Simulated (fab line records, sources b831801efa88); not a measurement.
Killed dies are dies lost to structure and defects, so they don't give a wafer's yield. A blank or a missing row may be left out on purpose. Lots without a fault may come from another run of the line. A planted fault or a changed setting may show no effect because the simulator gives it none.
A struck lot beside a sound one | flow sky130 | 15 steps out of a route of 708
Sound: wafers L662.2, L662.4, L662.6. Struck: wafers L673.3, L673.4, L673.6. The cause comes at the end.
At each step with rows: each side's tool, then ch and its chambers, then its first start. Under that, the readings that differ: sound wafers | struck wafers | difference of the means | sigmas: that difference in standard deviations of wafers without a fault.
alike: readings whose means differ by less than 2 such deviations, and words and numbers that are the same on both sides. not compared: withheld readings, readings that some wafer has no value for, bounds like >300 that may hide the same value, and numbers for which the record gives no deviation and whose values overlap.
The two part at a step that has a row with sigmas, a row that says differs or no value, or rows on one side only. Numbers that don't overlap but have no deviation are shown without sigmas and don't part them. A reading that every wafer of one side lacks parts them only if that side has two wafers or more.

SKY_VIA2_ETCH_14: etches BARC in N2/H2, stops on SiO2, time 45.9 s, target depth 60 nm.
  sound on rie_diel-01 ch 1,3, day 38 00:37; struck on rie_diel-01 ch 1,3, day 41 10:40
  alike: drypump_motor_current_A, oes_product_au, throttle_valve_pct
  not compared: rf_hours_counter_h
SKY_VIA2_ETCH_15: etches SiO2 in C4F8/O2/Ar, stops on TiN, target depth 546 nm, time 84 s.
  sound on rie_diel-01 ch 1,3, day 38 00:40; struck on rie_diel-01 ch 1,3, day 41 10:43
  alike: oes_product_au
  not compared: rf_hours_counter_h
SKY_VIA2_STRIP_16: strips in O2/N2.
  sound on plasma_asher-04 ch 0, day 38 00:44; struck on plasma_asher-02 ch 0,1, day 41 10:49
  alike: drypump_motor_current_A, oes_product_au, strip_time_to_endpoint_s
  not compared: rf_hours_counter_h
then, 3 steps without rows for these wafers: SKY_VIA2_STRIP_17 (strips in post etch residue remover, time 1200 s); SKY_VIA2_CLEAN_18 (cleans in IPA, time 180 s); SKY_VIA2_CLEAN_19 (cleans in O3/DIW).
SKY_VIA2_SPUTTER_20: material TiN, target thk 20 nm, time 80 s.
  sound on pvd_sputter-02, day 38 01:21; struck on pvd_sputter-01, day 41 11:23
  alike: cathode_dc_power_W, throttle_valve_pct
SKY_VIA2_CVD_21: deposits W, target thk 420 nm, time 126.4 s.
  sound on cvd_w-02 ch 0,1, day 38 01:25; struck on cvd_w-02 ch 0,1, day 41 11:29
  alike: heater_power_w, susceptor_temp_C
SKY_VIA2_RS_MEAS_22: measures by four-point-probe.
  sound on film_metro-01, day 38 01:34; struck on film_metro-03, day 41 11:37
  alike: VIA2_W_RS
SKY_VIA2_THK_MEAS_23: measures by xrf.
  sound on film_metro-01, day 38 01:40; struck on film_metro-03, day 41 11:43
  alike: VIA2_W_THK
then, 2 steps without rows for these wafers: SKY_VIA2_CMP_24 (polishes, stops on SiO2, t overpolish 20 s, target thk 0 nm); SKY_METAL3_SPUTTER_00 (material Ti, target thk 15 nm, time 10 s).
SKY_METAL3_SPUTTER_01: material TiN, target thk 20 nm, time 16.7 s.
  sound on pvd_sputter-03, day 38 02:02; struck on pvd_sputter-04, day 41 12:05
  reading                | sound                | struck               | difference | sigmas
  cathode_dc_power_W (W) | 6500.2 6500.1 6502.3 | 6768.2 6769.4 6769.9 | +268.3     | +99 or more
  alike: throttle_valve_pct
  not compared: model.TiN_of_METAL3_SPUTTER_01.thk_nm
then, 1 step without rows for these wafers: SKY_METAL3_SPUTTER_02 (material AlCu, target thk 735 nm, time 39.1 s).
-- the record jumps here: 8 days lie between the struck wafers' starts before and after (it left off in module METAL3 and takes up again in module PAD_OPEN, whose first step shown is number 708 of the route) --
SKY_PAD_OPEN_PROBE_99:
  sound on prober-01, day 47 04:09; struck on prober-01, day 49 17:23
  alike: defect_limited_yield, killed_at_M0_to_M3, killed_at_M4_up, killed_at_contacts, killed_at_front_end, killed_at_other, killed_dies, killed_open, killed_short, sort_bin_3_pad_short, sort_bin_5_function, sort_bin_6_memory, sort_n_pass, sort_yield_pct

WHERE THEY PART
Only at SKY_METAL3_SPUTTER_01, within this record. Later steps at which nothing parts them and some readings are alike: SKY_PAD_OPEN_PROBE_99.

WHY: what the simulator had put in
Process parameter drift: pvd_sputter-04, from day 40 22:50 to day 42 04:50, at SKY_METAL3_SPUTTER_01. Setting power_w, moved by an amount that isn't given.
